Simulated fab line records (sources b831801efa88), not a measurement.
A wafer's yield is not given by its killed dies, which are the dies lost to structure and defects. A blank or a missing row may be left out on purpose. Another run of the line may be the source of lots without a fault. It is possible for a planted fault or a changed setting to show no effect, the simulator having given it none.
The same fault as seen by 2 desks :: flow sky130 :: each desk has only its own numbers; what lay behind them comes last

== FROM THE METROLOGY DESK ==
What the gauges read, lot by lot, whatever tool the lot ran on: means of the sampled wafers that have a number. The brackets show how far a lot's mean lies from the usual mean; more than 4 standard deviations puts the lot out of limits, marked OUT.
Columns: A = VIA3_OVL at SKY_VIA3_OVL_MEAS_13, usual 0 nm
lot: L971
first seen here: day 39 17:09
A: 0

lot: L974
first seen here: day 40 14:33
A: -5

lot: L978
first seen here: day 42 15:52
A: -3

lot: L977
first seen here: day 42 17:54
A: 2

lot: L983
first seen here: day 43 07:18
A: -5

lot: L984
first seen here: day 43 14:16
A: 0

lot: L989
first seen here: day 44 21:07
A: 1

lot: L990
first seen here: day 45 04:38
A: 2

lot: L991
first seen here: day 45 07:19
A: 6

lot: L993
first seen here: day 45 20:58
A: 3
Result from this desk: across the 10 lots, nothing is out of limits.

== TOOL OWNER'S DESK, rieMetal-01 ==
The tool's own readings at SKY_METAL4_METAL_ETCH_18 (etches the open film in Cl2/BCl3, stops on SiO2, target depth 845 nm, time 183.1 s): means of the sampled wafers that have a number, for each lot that ran on this tool. The brackets show how far a lot's mean lies from the usual mean; more than 4 standard deviations puts the lot out of limits, marked OUT.
Columns: A = bcl3FlowSccm at SKY_METAL4_METAL_ETCH_18, usual 30.00 sccm; B = biasW at SKY_METAL4_METAL_ETCH_18, usual 48.51 W; C = drypumpMotorCurrentA at SKY_METAL4_METAL_ETCH_18, usual 5.8 A; D = oesProductAu at SKY_METAL4_METAL_ETCH_18, usual 0.882 a.u.; E = throttleValvePct at SKY_METAL4_METAL_ETCH_18, usual 22.263 %
lot: L984
first seen here: day 45 12:47
A: 30.08
B: 48.61
C: 5.6
D: 0.882
E: 22.259

lot: L989
first seen here: day 46 17:13
A: 29.96
B: 48.53
C: 5.2
D: 0.885
E: 22.261

lot: L993
first seen here: day 47 16:14
A: 29.97
B: 48.50
C: 5.9
D: 0.882
E: 22.270
Result from this desk: across the 3 lots, nothing is out of limits.

== PUT TOGETHER ==
The metrology desk saw nothing out of limits.
Nothing out of limits was seen by the tool owner's desk.

== WHAT THE SIMULATOR HAD INSERTED ==
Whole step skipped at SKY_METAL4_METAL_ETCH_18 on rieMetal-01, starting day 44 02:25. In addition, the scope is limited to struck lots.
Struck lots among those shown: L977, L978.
